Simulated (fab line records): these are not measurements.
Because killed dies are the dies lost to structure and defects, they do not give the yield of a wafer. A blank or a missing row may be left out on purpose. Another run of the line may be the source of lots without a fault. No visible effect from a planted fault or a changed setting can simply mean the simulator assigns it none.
fab line records -- flow sky130
record lots=14, wafers=42, last_day=50
route steps=708 shown DNWELL@43 PWDE@54 VIA1@471 METAL3@535 CAPM@549
lots that met no fault: from a run of the same line without faults
start_h: the number of hours between the record's first day and the start of the first shown wafer of the lot -- wait_h: hours since the lot's step before -- " identical to the entry in the row above -- L1.1+2: a row that stands for several wafers -- - either no value or no given start -- * or withheld: withheld -- < > ~ a bound
route shown NAME@n: NAME is a module with steps in the file, n the number in the route of the first one -- usual: mean and standard deviation over wafers with no fault -- same: alike in all rows -- chamber/n: place in a boat -- sites: per-site readings -- _std_site: standard deviation of those values -- _edge_site: mean of outer sites minus mean of inner sites -- radius_mm: how far each site lies from the wafer's centre -- mask NAME#n: copy n -- behind: the last tool/chamber to shape the wafer -- hold: cause of the lot's hold/its duration in hours/its outcome -- device: transistor that didn't switch, given as n, p or np -- end of line: at the end of the route, the tests of the same wafers -- step lacking rows: just its recipe -- killed: dies lost to structure and defects at the first sort, not the wafer's yield -- map: a wafer's dies, marking killed ones x, the rest . and places with no die _
set.NAME: setting as actually run; set.NAME@STEP: the setting as run at that earlier step -- model.NAME: the simulator's own value behind a step, which no gauge read
steps of the route over a sample of lots; a table a step, a row a wafer
services: a tool's chamber out of use, with start hour (start_h, from the record's first day; less than 0 if before it), hours out, and reason
## steps
# step SKY_DNWELL_STRIP_08
# recipe chemistry=O2/N2, power_w=1400, pressure_mtorr=1500, platen_temp_c=withheld, o2_flow_sccm=3000, n2_flow_sccm=300, overash_fraction=0.5
# usual chamber_pressure_mTorr=1500.0/1.4, drypump_motor_current_A=6.1/0.58, o2_flow_sccm=3000/8.7, oes_product_au=0.722/0.0041, strip_time_to_endpoint_s=36.90/0.083
lot.wafer,tool,chamber,start_h,wait_h,chamber_pressure_mTorr,drypump_motor_current_A,o2_flow_sccm,oes_product_au,rf_hours_counter_h,strip_time_to_endpoint_s
L339.2,plasma_asher-04,1,55.54,0.1,1499.3,6.5,2999,0.718,35,36.85
L339.5,plasma_asher-04,0,55.54,0.1,1502.7,6.5,2995,0.722,-,36.98
L339.6,plasma_asher-04,1,55.54,0.1,1498.8,6.4,2993,0.724,-,36.98
L340.3,plasma_asher-02,0,66.04,0.1,1501.9,6.6,3013,0.721,-,36.89
L340.5,plasma_asher-02,1,66.04,0.1,1499.2,4.9,3009,0.725,-,36.84
L340.6,plasma_asher-02,0,66.04,0.1,1500.3,6.6,3019,0.723,-,36.97
L341.2,plasma_asher-04,0,66.36,0.1,1499.3,6.4,2995,0.725,36,36.79
L341.3,plasma_asher-04,1,66.36,0.1,1501.1,6.4,3001,0.722,-,36.91
L341.5,plasma_asher-04,1,66.36,0.1,1498.6,6.4,2997,0.723,-,36.92
L343.2,plasma_asher-04,0,74.96,0.1,1499.8,6.5,2994,0.716,37,36.78
L343.4,plasma_asher-04,0,74.96,0.1,1498.6,6.4,3016,0.716,-,36.91
L343.6,plasma_asher-04,0,74.96,0.1,1497.8,6.5,2990,0.728,-,36.87
L345.1,plasma_asher-04,0,84.77,0.1,1499.7,6.4,2982,0.726,38,36.67
L345.2,plasma_asher-04,1,84.77,0.1,1498.7,6.4,3024,0.711,38,36.79
L345.4,plasma_asher-04,0,84.77,0.1,1500.3,6.4,2989,0.719,-,36.79
L346.1,plasma_asher-02,0,90.54,0.1,1499.5,6.6,3007,0.718,41,36.86
L346.2,plasma_asher-02,1,90.54,0.1,1498.4,4.8,3004,0.724,41,36.90
L346.5,plasma_asher-02,0,90.54,0.1,1498.1,6.6,2994,0.729,-,36.85
L350.1,plasma_asher-01,0,112.01,0.1,-,-,-,-,-,-
L350.3,plasma_asher-01,0,112.01,0.1,-,-,-,-,-,-
L350.4,plasma_asher-01,1,112.01,0.1,-,-,-,-,-,-
L351.3,plasma_asher-04,0,119.84,0.1,-,-,-,-,-,-
L351.5,plasma_asher-04,0,119.84,0.1,-,-,-,-,-,-
L351.6,plasma_asher-04,1,119.84,0.1,-,-,-,-,-,-
L356.2,plasma_asher-01,0,143.49,0.1,1501.6,5.9,3014,0.723,47,36.79
L356.3,plasma_asher-01,1,143.49,0.1,1502.6,5.7,3004,0.715,-,36.77
L356.5,plasma_asher-01,1,143.49,0.1,1499.5,5.7,3002,0.719,-,36.79
L357.1,plasma_asher-01,0,149.01,0.1,1499.9,5.9,3009,0.728,48,36.98
L357.3,plasma_asher-01,1,149.01,0.1,1498.6,5.7,3016,0.719,-,36.81
L357.5,plasma_asher-01,1,149.01,0.1,1501.7,5.7,3006,0.721,-,36.82
L358.3,plasma_asher-01,1,158.31,0.1,1497.7,5.7,2999,0.724,-,37.07
L358.4,plasma_asher-01,0,158.31,0.1,1500.1,5.9,3007,0.726,-,37.02
L358.6,plasma_asher-01,1,158.31,0.1,1498.5,5.7,2987,0.722,-,36.95
L360.1,plasma_asher-02,0,167.81,0.1,1499.7,6.6,2998,0.719,4,36.95
L360.4,plasma_asher-02,1,167.81,0.1,1500.0,4.9,2993,0.722,-,36.92
L360.5,plasma_asher-02,0,167.81,0.1,1499.6,6.6,3010,0.718,-,36.91
L361.1,plasma_asher-04,0,170.64,0.1,1501.4,6.4,2995,0.720,45,36.96
L361.2,plasma_asher-04,1,170.64,0.1,1498.9,6.5,2999,0.724,45,36.96
L361.5,plasma_asher-04,1,170.64,0.1,1502.0,6.5,3010,0.726,-,36.87
L362.3,plasma_asher-02,1,175.43,0.1,1500.0,4.9,3003,0.725,-,36.95
L362.5,plasma_asher-02,0,175.43,0.1,1500.4,6.6,3000,0.725,-,36.91
L362.6,plasma_asher-02,1,175.43,0.1,1497.1,4.8,3006,0.732,-,36.94
# step SKY_PWDE_STRIP_09
# recipe chemistry=O2/N2, power_w=1400, pressure_mtorr=1500, platen_temp_c=withheld, o2_flow_sccm=3000, n2_flow_sccm=300, overash_fraction=0.5
# usual chamber_pressure_mTorr=1499.9/1.4, drypump_motor_current_A=5.8/0.57, o2_flow_sccm=2999/7.6, oes_product_au=0.723/0.0044, strip_time_to_endpoint_s=36.89/0.11
lot.wafer,tool,chamber,start_h,wait_h,chamber_pressure_mTorr,drypump_motor_current_A,o2_flow_sccm,oes_product_au,rf_hours_counter_h,strip_time_to_endpoint_s
L339.2,plasma_asher-01,0,71.31,0.1,1500.6,5.9,2985,0.729,40,36.89
L339.5,plasma_asher-01,0,71.31,0.1,1499.9,5.9,2998,0.721,-,36.96
L339.6,plasma_asher-01,1,71.31,0.1,1497.3,5.7,3007,0.727,-,36.91
L340.3,plasma_asher-02,1,82.13,0.1,1503.2,4.9,2988,0.719,-,37.13
L340.5,plasma_asher-02,1,82.13,0.1,1497.2,4.9,3006,0.717,-,36.98
L340.6,plasma_asher-02,0,82.13,0.1,1500.3,6.5,2992,0.722,-,37.06
L341.2,plasma_asher-02,1,83.21,0.1,1499.6,4.9,2993,0.725,40,36.95
L341.3,plasma_asher-02,0,83.21,0.1,1501.7,6.6,3009,0.724,-,36.92
L341.5,plasma_asher-02,0,83.21,0.1,1500.8,6.5,2996,0.718,-,36.80
L343.2,plasma_asher-02,0,92.41,0.1,1498.8,6.6,3002,0.727,41,36.78
L343.4,plasma_asher-02,0,92.41,0.1,1500.8,6.5,3009,0.723,-,36.93
L343.6,plasma_asher-02,1,92.41,0.1,1497.1,4.9,2995,0.718,-,36.94
L345.1,plasma_asher-02,1,101.90,0.1,1502.2,4.9,2987,0.727,42,36.86
L345.2,plasma_asher-02,0,101.90,0.1,1500.1,6.5,3001,0.723,42,36.90
L345.4,plasma_asher-02,0,101.90,0.1,1500.6,6.5,3007,0.720,-,36.81
L346.1,plasma_asher-03,1,107.56,0.1,1497.6,6.3,2994,0.723,31,36.86
L346.2,plasma_asher-03,0,107.56,0.1,1498.7,6.0,2986,0.714,31,36.88
L346.5,plasma_asher-03,0,107.56,0.1,1499.2,6.0,2995,0.729,-,36.84
L350.1,plasma_asher-01,0,130.49,0.1,1501.1,5.9,3000,0.731,46,80.82
L350.3,plasma_asher-01,1,130.49,0.1,1499.9,5.7,2987,0.741,-,80.90
L350.4,plasma_asher-01,0,130.49,0.1,1500.5,5.9,2986,0.743,-,80.85
L351.3,plasma_asher-03,1,139.34,0.1,1503.8,6.3,2998,0.740,-,81.06
L351.5,plasma_asher-03,1,139.34,0.1,1500.4,6.3,2995,0.734,-,81.07
L351.6,plasma_asher-03,0,139.34,0.1,1501.5,6.1,2990,0.734,-,80.95
L356.2,plasma_asher-02,0,162.95,0.1,1497.7,6.6,2988,0.723,4,36.83
L356.3,plasma_asher-02,1,162.95,0.1,1497.7,4.9,2999,0.730,-,36.92
L356.5,plasma_asher-02,1,162.95,0.1,1500.3,4.9,3010,0.727,-,36.81
L357.1,plasma_asher-01,1,168.89,0.1,1499.2,5.7,2995,0.722,50,37.11
L357.3,plasma_asher-01,1,168.89,0.1,1500.4,5.7,2999,0.724,-,36.98
L357.5,plasma_asher-01,0,168.89,0.1,1502.2,5.9,2999,0.717,-,37.15
L358.3,plasma_asher-01,0,178.32,0.1,1498.6,5.9,3000,0.719,-,36.68
L358.4,plasma_asher-01,1,178.32,0.1,1498.2,5.7,2990,0.724,-,36.79
L358.6,plasma_asher-01,1,178.32,0.1,1500.0,5.7,3003,0.724,-,36.68
L360.1,plasma_asher-02,0,188.06,0.1,1499.3,6.6,2992,0.720,6,36.75
L360.4,plasma_asher-02,1,188.06,0.1,1500.9,4.9,2998,0.726,-,36.79
L360.5,plasma_asher-02,1,188.06,0.1,1500.5,4.8,2998,0.715,-,36.76
L361.1,plasma_asher-02,0,191.80,0.1,1502.3,6.6,2993,0.728,6,36.81
L361.2,plasma_asher-02,1,191.80,0.1,1499.8,4.8,2998,0.720,6,36.93
L361.5,plasma_asher-02,1,191.80,0.1,1499.8,4.9,3013,0.719,-,36.80
L362.3,plasma_asher-03,1,196.64,0.1,1500.2,6.3,2994,0.725,-,36.74
L362.5,plasma_asher-03,1,196.64,0.1,1501.5,6.3,2992,0.726,-,36.85
L362.6,plasma_asher-03,0,196.64,0.1,1501.1,6.0,3002,0.725,-,36.80
# step SKY_PWDE_TW_MEAS_10
# usual PWDE_TW=376/3.3
lot.wafer,tool,chamber,start_h,wait_h,PWDE_TW
L339.2,film_metro-04,-,71.42,0.1,370
L339.5,film_metro-04,-,71.42,0.1,372
L339.6,film_metro-04,-,71.42,0.1,374
L340.3,film_metro-03,-,82.21,0.1,374
L340.5,film_metro-03,-,82.21,0.1,377
L340.6,film_metro-03,-,82.21,0.1,375
L341.2,film_metro-04,-,83.32,0.1,374
L341.3,film_metro-04,-,83.32,0.1,374
L341.5,film_metro-04,-,83.32,0.1,372
L343.2,film_metro-02,-,92.52,0.1,377
L343.4,film_metro-02,-,92.52,0.1,376
L343.6,film_metro-02,-,92.52,0.1,379
L345.1,film_metro-02,-,102.00,0.1,382
L345.2,film_metro-02,-,102.00,0.1,381
L345.4,film_metro-02,-,102.00,0.1,381
L346.1,film_metro-04,-,107.66,0.1,374
L346.2,film_metro-04,-,107.66,0.1,373
L346.5,film_metro-04,-,107.66,0.1,372
L350.1,film_metro-02,-,130.59,0.1,31
L350.3,film_metro-02,-,130.59,0.1,31
L350.4,film_metro-02,-,130.59,0.1,31
L351.3,film_metro-04,-,139.43,0.1,30
L351.5,film_metro-04,-,139.43,0.1,30
L351.6,film_metro-04,-,139.43,0.1,30
L356.2,film_metro-04,-,163.06,0.1,375
L356.3,film_metro-04,-,163.06,0.1,373
L356.5,film_metro-04,-,163.06,0.1,375
L357.1,film_metro-02,-,168.99,0.1,382
L357.3,film_metro-02,-,168.99,0.1,378
L357.5,film_metro-02,-,168.99,0.1,381
L358.3,film_metro-02,-,178.41,0.1,379
L358.4,film_metro-02,-,178.41,0.1,376
L358.6,film_metro-02,-,178.41,0.1,380
L360.1,film_metro-03,-,188.16,0.1,374
L360.4,film_metro-03,-,188.16,0.1,374
L360.5,film_metro-03,-,188.16,0.1,374
L361.1,film_metro-02,-,191.90,0.1,380
L361.2,film_metro-02,-,191.90,0.1,380
L361.5,film_metro-02,-,191.90,0.1,380
L362.3,film_metro-02,-,196.73,0.1,381
L362.5,film_metro-02,-,196.73,0.1,381
L362.6,film_metro-02,-,196.73,0.1,379
# step SKY_VIA1_OVL_MEAS_13
# usual VIA1_OVL=-2/5.6
lot.wafer,tool,chamber,start_h,wait_h,VIA1_OVL[nm]
L339.2,overlay-02,-,791.97,0.1,2
L339.5,overlay-02,-,791.97,0.1,1
L339.6,overlay-02,-,791.97,0.1,-8
L340.3,overlay-01,-,808.74,0.1,-5
L340.5,overlay-01,-,808.74,0.1,6
L340.6,overlay-01,-,808.74,0.1,3
L341.2,overlay-01,-,812.18,0.1,-13
L341.3,overlay-01,-,812.18,0.1,-3
L341.5,overlay-01,-,812.18,0.1,-8
L343.2,overlay-02,-,822.85,0.1,-8
L343.4,overlay-02,-,822.85,0.1,-5
L343.6,overlay-02,-,822.85,0.1,-4
L345.1,overlay-01,-,841.81,0.1,-5
L345.2,overlay-01,-,841.81,0.1,-8
L345.4,overlay-01,-,841.81,0.1,-6
L346.1,overlay-01,-,846.78,0.1,-14
L346.2,overlay-01,-,846.78,0.1,-7
L346.5,overlay-01,-,846.78,0.1,-9
L350.1,overlay-02,-,876.44,0.1,1
L350.3,overlay-02,-,876.44,0.1,-6
L350.4,overlay-02,-,876.44,0.1,4
L351.3,overlay-02,-,892.20,0.1,-10
L351.5,overlay-02,-,892.20,0.1,-2
L351.6,overlay-02,-,892.20,0.1,-13
L356.2,overlay-02,-,922.95,0.1,-1
L356.3,overlay-02,-,922.95,0.1,-9
L356.5,overlay-02,-,922.95,0.1,-5
L357.1,overlay-01,-,928.53,0.1,5
L357.3,overlay-01,-,928.53,0.1,3
L357.5,overlay-01,-,928.53,0.1,1
L358.3,overlay-02,-,940.26,0.1,9
L358.4,overlay-02,-,940.26,0.1,5
L358.6,overlay-02,-,940.26,0.1,2
L360.1,overlay-02,-,947.76,0.1,-6
L360.4,overlay-02,-,947.76,0.1,-6
L360.5,overlay-02,-,947.76,0.1,-8
L361.1,overlay-02,-,954.68,0.1,1
L361.2,overlay-02,-,954.68,0.1,-2
L361.5,overlay-02,-,954.68,0.1,-1
L362.3,overlay-02,-,959.86,0.1,-2
L362.5,overlay-02,-,959.86,0.1,1
L362.6,overlay-02,-,959.86,0.1,2
# step SKY_METAL3_SPUTTER_03
# recipe material=Ti, target_thk_nm=5, power_w=3000, time_s=3.3, chamber_pressure_pa=0.4
# usual throttle_valve_pct=29.6/0.99
lot.wafer,tool,chamber,start_h,wait_h,throttle_valve_pct
L339.2,pvd_sputter-01,-,849.12,0.0,29.6
L339.5,pvd_sputter-01,-,849.12,0.0,29.6
L339.6,pvd_sputter-01,-,849.12,0.0,29.6
L340.3,pvd_sputter-02,-,865.98,0.0,28.3
L340.5,pvd_sputter-02,-,865.98,0.0,30.1
L340.6,pvd_sputter-02,-,865.98,0.0,28.3
L341.2,pvd_sputter-02,-,869.05,0.0,27.7
L341.3,pvd_sputter-02,-,869.05,0.0,30.3
L341.5,pvd_sputter-02,-,869.05,0.0,28.4
L343.2,pvd_sputter-02,-,879.15,0.0,27.9
L343.4,pvd_sputter-02,-,879.15,0.0,30.4
L343.6,pvd_sputter-02,-,879.15,0.0,28.4
L345.1,pvd_sputter-01,-,898.53,0.0,28.2
L345.2,pvd_sputter-01,-,898.53,0.0,29.9
L345.4,pvd_sputter-01,-,898.53,0.0,29.8
L346.1,pvd_sputter-02,-,903.82,0.0,30.5
L346.2,pvd_sputter-02,-,903.82,0.0,28.0
L346.5,pvd_sputter-02,-,903.82,0.0,30.5
L350.1,pvd_sputter-03,-,931.79,0.0,30.6
L350.3,pvd_sputter-03,-,931.79,0.0,30.6
L350.4,pvd_sputter-03,-,931.79,0.0,30.1
L351.3,pvd_sputter-03,-,947.63,0.0,30.4
L351.5,pvd_sputter-03,-,947.63,0.0,30.4
L351.6,pvd_sputter-03,-,947.63,0.0,30.5
L356.2,pvd_sputter-01,-,977.17,0.0,28.2
L356.3,pvd_sputter-01,-,977.17,0.0,30.0
L356.5,pvd_sputter-01,-,977.17,0.0,30.0
L357.1,pvd_sputter-03,-,981.97,0.0,30.8
L357.3,pvd_sputter-03,-,981.97,0.0,30.5
L357.5,pvd_sputter-03,-,981.97,0.0,30.6
L358.3,pvd_sputter-03,-,993.24,0.0,30.0
L358.4,pvd_sputter-03,-,993.24,0.0,30.5
L358.6,pvd_sputter-03,-,993.24,0.0,30.7
L360.1,pvd_sputter-01,-,1001.27,0.0,28.3
L360.4,pvd_sputter-01,-,1001.27,0.0,29.5
L360.5,pvd_sputter-01,-,1001.27,0.0,28.0
L361.1,pvd_sputter-02,-,1007.42,0.0,30.5
L361.2,pvd_sputter-02,-,1007.42,0.0,30.4
L361.5,pvd_sputter-02,-,1007.42,0.0,30.4
L362.3,pvd_sputter-01,-,1011.71,0.0,29.6
L362.5,pvd_sputter-01,-,1011.71,0.0,29.8
L362.6,pvd_sputter-01,-,1011.71,0.0,29.5
# step SKY_CAPM_OVL_MEAS_12
# usual CAPM_OVL=-1.2/1.5
lot.wafer,tool,chamber,start_h,wait_h,CAPM_OVL[nm]
L339.2,overlay-02,-,875.41,0.1,-1.7
L339.5,overlay-02,-,875.41,0.1,-1.5
L339.6,overlay-02,-,875.41,0.1,-2.3
L340.3,overlay-02,-,891.87,0.1,-0.4
L340.5,overlay-02,-,891.87,0.1,-1.2
L340.6,overlay-02,-,891.87,0.1,-1.7
L341.2,overlay-02,-,895.58,0.1,-0.5
L341.3,overlay-02,-,895.58,0.1,-1.0
L341.5,overlay-02,-,895.58,0.1,0.3
L343.2,overlay-02,-,904.71,0.1,-1.0
L343.4,overlay-02,-,904.71,0.1,-1.2
L343.6,overlay-02,-,904.71,0.1,-2.3
L345.1,overlay-02,-,923.06,0.1,0.7
L345.2,overlay-02,-,923.06,0.1,-0.7
L345.4,overlay-02,-,923.06,0.1,1.2
L346.1,overlay-01,-,929.11,0.1,1.1
L346.2,overlay-01,-,929.11,0.1,0.0
L346.5,overlay-01,-,929.11,0.1,0.0
L350.1,overlay-01,-,956.91,0.1,-2.6
L350.3,overlay-01,-,956.91,0.1,-3.3
L350.4,overlay-01,-,956.91,0.1,-4.9
L351.3,overlay-01,-,971.94,0.1,-2.2
L351.5,overlay-01,-,971.94,0.1,-0.1
L351.6,overlay-01,-,971.94,0.1,-1.7
L356.2,overlay-01,-,1001.56,0.1,-0.9
L356.3,overlay-01,-,1001.56,0.1,-0.3
L356.5,overlay-01,-,1001.56,0.1,-3.0
L357.1,overlay-02,-,1005.72,0.1,2.3
L357.3,overlay-02,-,1005.72,0.1,0.5
L357.5,overlay-02,-,1005.72,0.1,-2.7
L358.3,overlay-01,-,1016.62,0.1,-2.3
L358.4,overlay-01,-,1016.62,0.1,-3.8
L358.6,overlay-01,-,1016.62,0.1,-3.6
L360.1,overlay-01,-,1024.41,0.1,-1.1
L360.4,overlay-01,-,1024.41,0.1,-0.9
L360.5,overlay-01,-,1024.41,0.1,-2.2
L361.1,overlay-01,-,1030.32,0.1,-5.2
L361.2,overlay-01,-,1030.32,0.1,-4.2
L361.5,overlay-01,-,1030.32,0.1,-2.5
L362.3,overlay-01,-,1034.72,0.1,-2.7
L362.5,overlay-01,-,1034.72,0.1,-3.1
L362.6,overlay-01,-,1034.72,0.1,-4.4
## services
tool,chamber,start_h,hours,kind
plasma_asher-01,-,47.77,4.6,repair
plasma_asher-04,-,93.58,14.6,pm
plasma_asher-01,-,95.47,3.2,repair
plasma_asher-02,-,108.75,9.0,pm
plasma_asher-02,-,146.40,5.3,repair
plasma_asher-04,-,202.63,2.8,pm
plasma_asher-02,-,232.91,1.6,repair
plasma_asher-02,-,235.55,0.8,repair
plasma_asher-02,-,256.78,2.8,pm
plasma_asher-01,-,281.11,2.8,pm
plasma_asher-02,-,286.43,2.3,repair
plasma_asher-02,-,315.89,3.8,repair
plasma_asher-01,-,346.57,3.3,pm
plasma_asher-01,-,381.34,15.6,pm
plasma_asher-04,-,385.59,1.0,repair
plasma_asher-04,-,413.98,1.1,repair
plasma_asher-02,-,417.11,0.5,repair
plasma_asher-01,-,445.88,14.6,pm
plasma_asher-02,-,604.89,8.3,repair
plasma_asher-01,-,733.75,9.0,pm
plasma_asher-01,-,826.01,0.5,repair
plasma_asher-01,-,867.70,3.3,repair
plasma_asher-02,-,954.79,4.0,pm
plasma_asher-02,-,977.84,8.9,repair
## key
first_sign step=SKY_DNWELL_STRIP_08, reading=tool_record, direction=missing
effect step=SKY_PWDE_STRIP_09, reading=strip_time_to_endpoint_s, direction=up, sigmas=99+, usual=*, struck=*
effect step=SKY_PWDE_TW_MEAS_10, reading=PWDE_TW, direction=down, sigmas=99+, usual=376, struck=30
met_at SKY_DNWELL_STRIP_08
struck_lots L350,L351
sort_left_out L350.1,L350.3,L350.4,L351.3,L351.5,L351.6
tester_left_out L350,L351
not_acting_at SKY_VIA1_OVL_MEAS_13,SKY_METAL3_SPUTTER_03,SKY_CAPM_OVL_MEAS_12
onset_between 84.77 112.01
fault kind=skipped_step_whole, tool=plasma_asher-01,plasma_asher-04, chamber=-, onset_h=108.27, steps=SKY_DNWELL_STRIP_08, scope=struck_lots_only
# tester_left_out: of these lots the tester's yield and bins aren't shown, on N5 and GAA mostly nor the transistor test; their killed dies are dies lost to structure and defects alone, not to doping, threshold or leakage, so they don't give the yield
# sort_left_out: the simulated sort isn't trusted on such a fault, so these wafers' sort isn't shown, and their yield isn't known
